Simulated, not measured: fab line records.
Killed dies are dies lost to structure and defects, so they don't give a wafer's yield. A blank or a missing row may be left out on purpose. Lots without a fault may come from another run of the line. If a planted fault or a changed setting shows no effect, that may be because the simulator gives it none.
Chamber matching + flow gf180mcu + GF_CONTACT_CMP_27 on cmp-01: 4 sister chambers
The step polishes, stops on SiO2, t overpolish 15 s, target thk 0 nm. 8 wafers are shown with their chamber, then 7 later ones without.

## WAFERS WITH THEIR CHAMBER
| wafer  | chamber | time to endpoint s (s) | motor current A (A) |
|--------|---------|------------------------|---------------------|
| L941.5 | 1       | 68                     | 9.0                 |
| L943.5 | 0       | 67                     | 11.3                |
| L948.1 | 3       | 69                     | 9.9                 |
| L951.1 | 2       | 74                     | 11.0                |
| L951.3 | 0       | 67                     | 11.5                |
| L951.4 | 1       | 69                     | 10.1                |
| L953.2 | 2       | 77                     | 11.1                |
| L953.3 | 3       | 67                     | 9.4                 |

## WAFERS MISSING THEIR CHAMBER
| wafer  | time to endpoint s (s) | motor current A (A) |
|--------|------------------------|---------------------|
| L953.4 | 67                     | 11.3                |
| L956.1 | 66                     | 9.4                 |
| L956.2 | 69                     | 11.6                |
| L956.5 | 70                     | 11.3                |
| L960.2 | 75                     | 11.1                |
| L960.4 | 69                     | 9.9                 |
| L960.5 | 72                     | 9.6                 |

## CHAMBER TAKEN BY EACH
| wafer  | from the rows above               | in truth                   |
|--------|-----------------------------------|----------------------------|
| L953.4 | 0                                 | 0                          |
| L956.1 | can't be placed: 3 or 1           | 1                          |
| L956.2 | 0                                 | 0                          |
| L956.5 | can't be placed: 0 or 3 or 1 or 2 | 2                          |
| L960.2 | 2                                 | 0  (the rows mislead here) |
| L960.4 | can't be placed: 1 or 3           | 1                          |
| L960.5 | can't be placed: 1 or 3 or 2      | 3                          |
Correctly placed: 2 of 7. These rows do not allow placing 4 (true chamber among the candidates in 4). Placed wrongly: 1.
How it was worked out, from the rows above alone: a wafer's distance from a chamber is the root of the sum, over the readings, of the square of ((its reading less the chamber's mean) divided by the reading's scatter). The wafer belongs to the nearest chamber; if the next one is less than 2 further off, it can't be placed. The mean given for a chamber averages the wafers shown for that chamber. The scatter: take each reading less its chamber's mean, square it, sum over the shown wafers, divide by the number of wafers less the number of chambers, and take the root.
